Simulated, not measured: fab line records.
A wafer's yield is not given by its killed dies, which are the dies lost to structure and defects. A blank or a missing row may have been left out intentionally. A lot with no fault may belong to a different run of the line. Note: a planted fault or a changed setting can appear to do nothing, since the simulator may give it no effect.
A struck lot beside a sound one + flow sky130 + 14 out of 708 route steps
Sound: these wafers, L305.3, L305.4, L305.6. Wafers L303.2, L303.4, L303.5 were the ones struck. Last of all comes the cause.
Order at every step that has rows: each side's tool, ch and its chambers, its first start. Under that, the readings that differ: sound wafers + struck wafers + difference of the means + sigmas: that difference in standard deviations of wafers without a fault.
alike: readings with means less than 2 such deviations apart, plus words and numbers identical on both sides. not compared: withheld readings, readings lacking a value on some wafer, bounds such as >300 that could conceal the same value, and numbers that have no deviation in the record and whose values overlap.
The two part at a step that has a row with sigmas, a row that says differs or no value, or rows on one side only. Non-overlapping numbers with no deviation appear without sigmas and do not part them. Lack of a reading on every wafer of one side parts them only where that side has two or more wafers.

first, 1 step without rows for these wafers: SKY_GATE_OXIDE_WET_ETCH_12 (etches SiO2 in dHF, target depth 16.8 nm, time 336 s).
SKY_GATE_OXIDE_STRIP_13: strips in O2/N2.
  sound on plasma-asher-02 ch 0,1, day 20 09:07; struck on plasma-asher-02 ch 0,1, day 19 19:34
  alike: drypump-motor-current-A, oes-product-au, strip-time-to-endpoint-s
  not compared: rf-hours-counter-h
SKY_GATE_OXIDE_TW_MEAS_14:
  sound: film-metro-03 at day 20 09:11; struck: film-metro-01 at day 19 19:41
  alike: GATE_OXIDE_TW
then, 3 steps without rows for these wafers: SKY_GATE_OXIDE_CLEAN_15 (cleans in SC1/SC2, time 150 s); SKY_GATE_OXIDE_OXIDATION_16 (stabilise 600 s, purge 300 s, target thk 3.57 nm); SKY_POLY_GATE_CVD_00 (deposits poly-Si, target thk 180 nm, time 720 s).
SKY_POLY_GATE_THK_MEAS_01:
  sound: film-metro-03 at day 20 12:08; struck: film-metro-04 at day 19 23:06
  alike: POLY_GATE_CVD_00_THK
then, 5 steps without rows for these wafers: SKY_RES_PROTECT_DEHYDRATE_00 (time 60 s); SKY_RES_PROTECT_HMDS_01 (prime time 60 s); SKY_RES_PROTECT_COAT_02 (resist thk 1140 nm); SKY_RES_PROTECT_SOFTBAKE_03 (time 60 s); SKY_RES_PROTECT_EXPOSE_04 (exposes mask RPM, target cd 1270 nm).
SKY_RES_PROTECT_PEB_05:
  struck on litho-track-04, day 21 05:22; sound on litho-track-01 ch 0, day 21 17:25
| reading         | sound          | struck | difference                    | sigmas |
|-----------------|----------------|--------|-------------------------------|--------|
| exhaust-pa (Pa) | 45.1 44.1 45.7 | - - -  | no value on the struck wafers |        |
  not compared: chill-plate-temp-C
then, 1 step without rows for these wafers: SKY_RES_PROTECT_DEVELOP_06 (develop time 60 s).

## WHERE THEY PART
At SKY_RES_PROTECT_PEB_05 and nowhere else, as far as this record goes.

WHY: what the simulator had put in
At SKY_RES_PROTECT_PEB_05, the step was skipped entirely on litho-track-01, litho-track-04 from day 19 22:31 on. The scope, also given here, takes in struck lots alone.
